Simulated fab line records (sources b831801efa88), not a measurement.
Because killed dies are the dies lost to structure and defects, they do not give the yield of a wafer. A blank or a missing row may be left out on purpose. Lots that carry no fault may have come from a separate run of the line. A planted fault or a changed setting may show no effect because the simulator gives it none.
Matching of chambers :: flow gf180mcu :: GF_V4_CVD_02 on pecvd-01 has 3 sister chambers
The step deposits SiO2 from TEOS, target thk 850 nm, time 94.851 s. 6 wafers are shown with their chamber, then 10 later ones without.

## WAFERS PAIRED WITH THEIR CHAMBERS
wafer: L080.2
chamber: 0
heater-power-w (W): 726
rf-fwd-power-W (W): 596.7

wafer: L081.2
chamber: 1
heater-power-w (W): 626
rf-fwd-power-W (W): 592.6

wafer: L081.3
chamber: 2
heater-power-w (W): 811
rf-fwd-power-W (W): 595.4

wafer: L081.4
chamber: 0
heater-power-w (W): 718
rf-fwd-power-W (W): 595.5

wafer: L084.1
chamber: 1
heater-power-w (W): 603
rf-fwd-power-W (W): 595.5

wafer: L084.2
chamber: 2
heater-power-w (W): 855
rf-fwd-power-W (W): 595.8

## WAFERS WITHOUT THEIR CHAMBER
wafer: L084.3
heater-power-w (W): 713
rf-fwd-power-W (W): 599.2

wafer: L088.1
heater-power-w (W): 709
rf-fwd-power-W (W): 596.4

wafer: L088.4
heater-power-w (W): 617
rf-fwd-power-W (W): 593.7

wafer: L088.6
heater-power-w (W): 776
rf-fwd-power-W (W): 595.3

wafer: L090.2
heater-power-w (W): 645
rf-fwd-power-W (W): 598.9

wafer: L090.3
heater-power-w (W): 625
rf-fwd-power-W (W): 596.4

wafer: L090.4
heater-power-w (W): 656
rf-fwd-power-W (W): 595.0

wafer: L095.1
heater-power-w (W): 708
rf-fwd-power-W (W): 598.4

wafer: L095.2
heater-power-w (W): 650
rf-fwd-power-W (W): 597.3

wafer: L095.6
heater-power-w (W): 791
rf-fwd-power-W (W): 592.7

## EACH ONE'S CHAMBER
wafer: L084.3
from the rows above: 0
in truth: 0

wafer: L088.1
from the rows above: 0
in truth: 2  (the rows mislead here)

wafer: L088.4
from the rows above: 1
in truth: 1

wafer: L088.6
from the rows above: can't be placed: 0 or 2
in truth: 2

wafer: L090.2
from the rows above: can't be placed: 1 or 0
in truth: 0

wafer: L090.3
from the rows above: 1
in truth: 1

wafer: L090.4
from the rows above: can't be placed: 1 or 0
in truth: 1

wafer: L095.1
from the rows above: 0
in truth: 0

wafer: L095.2
from the rows above: can't be placed: 1 or 0
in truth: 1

wafer: L095.6
from the rows above: can't be placed: 2 or 0
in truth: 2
Correctly placed: 4 of 10. These rows do not allow placing 5 (true chamber among the candidates in 5). 1 placed wrongly.
How it was worked out, from the rows above alone: a wafer's distance from a chamber is the root of the sum, over the readings, of the square of ((its reading less the chamber's mean) divided by the reading's scatter). If the next closest chamber is less than 2 further off than the closest, the wafer can't be placed; otherwise it belongs to the closest. For every chamber, the mean is computed from those of its wafers that are shown. The scatter: the root of (the sum of the squares of (reading less its chamber's mean) over the shown wafers, divided by (wafers less chambers)).
